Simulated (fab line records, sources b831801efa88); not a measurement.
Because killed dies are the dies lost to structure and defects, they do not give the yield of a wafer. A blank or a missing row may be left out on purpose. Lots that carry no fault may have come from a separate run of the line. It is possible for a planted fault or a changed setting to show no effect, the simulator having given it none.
Comparing a struck lot with a sound one -- flow gf180mcu -- 14 out of 602 route steps
Sound: these wafers, L435.2, L435.4, L435.5. Wafers L439.1, L439.2, L439.4 were the ones struck. At the end, the cause is stated.
Order at every step that has rows: each side's tool, ch and its chambers, its first start. Under that, the readings that differ: sound wafers -- struck wafers -- difference of the means -- sigmas: that difference in standard deviations of wafers without a fault.
alike: words and numbers the same on both sides, and readings whose means are apart by under 2 such deviations; not compared: readings that were withheld, readings missing a value for some wafer, numbers with overlapping values and no deviation given by the record, and bounds like >300 which may hide the same value.
A row with sigmas, a row that says differs or no value, or rows on one side alone: a step with any of these is where the two part. When numbers do not overlap yet have no deviation, they are printed without sigmas and do not part them. Lack of a reading on every wafer of one side parts them only where that side has two or more wafers.

first, 1 step without rows for these wafers: GF_CONTACT_CVD_00 (deposits SiO2, target thk 300 nm, time 50 s).
GF_CONTACT_THK_MEAS_01:
  struck on film metro-01, day 17 09:43; sound on film metro-03, day 15 22:00
reading,sound,struck,difference,sigmas
CONTACT_CVD_00_THK (nm),293 295 298,305 303 309,+10,+3
GF_CONTACT_CVD_02: deposits SiO2 from TEOS, target thk 860 nm, time 95.992 s.
  sound on pecvd-04 ch 0,1,2, day 15 22:03; struck on pecvd-03 ch 0,1,2, day 17 09:47
  alike: heater power w
GF_CONTACT_THK_MEAS_03:
  struck on film metro-01, day 17 09:51; sound on film metro-02, day 15 22:08
  alike: CONTACT_CVD_02_THK
GF_CONTACT_CMP_04: polishes SiO2.
  sound on cmp-02 ch 1,2, day 15 22:14; struck on cmp-01 ch 0,2,3, day 17 09:55
  alike: motor current A, retaining ring pressure frac, time to endpoint s
GF_CONTACT_BOW_MEAS_05:
  struck on film metro-03, day 17 10:13; sound on film metro-01, day 15 22:30
  alike: CONTACT_BOW
then, 6 steps without rows for these wafers: GF_CONTACT_DEHYDRATE_06 (time 60 s); GF_CONTACT_HMDS_07 (prime time 60 s); GF_CONTACT_COAT_08; GF_CONTACT_COAT_09 (resist thk 1000 nm); GF_CONTACT_SOFTBAKE_10 (time 60 s); GF_CONTACT_EXPOSE_11 (exposes mask Contact, target cd 220 nm).
GF_CONTACT_PEB_12: peb time 90 s.
  sound on litho track-01 ch 0, day 16 20:23; struck on litho track-04, day 18 09:13
  no value came back on the struck wafers for chill plate temp C (C), exhaust pa (Pa); on the sound wafers chill plate temp C (C) reads 23.10 23.01 23.09
then, 1 step without rows for these wafers: GF_CONTACT_DEVELOP_13 (develop time 60 s).

## WHERE THEY PART
Earliest at GF_CONTACT_THK_MEAS_01; latest, in this record, at GF_CONTACT_PEB_12.

WHY: the cause the simulator had injected
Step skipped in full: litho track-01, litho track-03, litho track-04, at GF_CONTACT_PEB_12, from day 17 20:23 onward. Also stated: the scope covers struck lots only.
